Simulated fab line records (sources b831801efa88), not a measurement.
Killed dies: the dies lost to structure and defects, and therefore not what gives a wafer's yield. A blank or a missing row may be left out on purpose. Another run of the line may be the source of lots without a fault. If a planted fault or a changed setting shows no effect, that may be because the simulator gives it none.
One fault seen from 2 desks :: flow sky130 :: each desk holds nothing but its own numbers, with what lay behind them at the end

== DESK OF THE TOOL OWNER: pvdSputter-02 ==
The tool's own readings at SKY_METAL4_SPUTTER_04 (material TiN, target thk 70 nm, time 58.3 s): means of the sampled wafers that have a number, for each lot that ran on this tool. If a lot's mean is further than 4 standard deviations from the usual mean, the lot is out of limits and carries the mark OUT (the distance appears in the brackets).
Columns: A = throttleValvePct at SKY_METAL4_SPUTTER_04, usual 29.6 %
lot: L365
first seen here: day 40 15:38
A: 29.0

lot: L366
first seen here: day 40 20:13
A: 28.4

lot: L374
first seen here: day 43 01:05
A: 28.2
Finding of this desk: none of the 3 lots has anything out of limits.

== AT THE METROLOGY DESK ==
What the gauges read, lot by lot, whatever tool the lot ran on: means of the sampled wafers that have a number. If a lot's mean is further than 4 standard deviations from the usual mean, the lot is out of limits and carries the mark OUT (the distance appears in the brackets).
Columns: A = VIA3_W_RS at SKY_VIA3_RS_MEAS_22, usual 0.2937 ohm/sq; B = VIA3_W_THK at SKY_VIA3_THK_MEAS_23, usual 391 nm
lot: L365
first seen here: day 40 15:04
A: 0.2942
B: 389

lot: L366
first seen here: day 40 19:40
A: 0.2944
B: 390

lot: L374
first seen here: day 43 00:31
A: 0.2952
B: 387

lot: L379
first seen here: day 44 10:47
A: 0.2951
B: 389

lot: L382
first seen here: day 45 03:27
A: 0.2940
B: 388
Finding of this desk: none of the 5 lots has anything out of limits.

== PUT TOGETHER ==
The tool owner's desk saw nothing out of limits.
The metrology desk saw nothing out of limits.

== WHAT THE SIMULATOR HAD INSERTED ==
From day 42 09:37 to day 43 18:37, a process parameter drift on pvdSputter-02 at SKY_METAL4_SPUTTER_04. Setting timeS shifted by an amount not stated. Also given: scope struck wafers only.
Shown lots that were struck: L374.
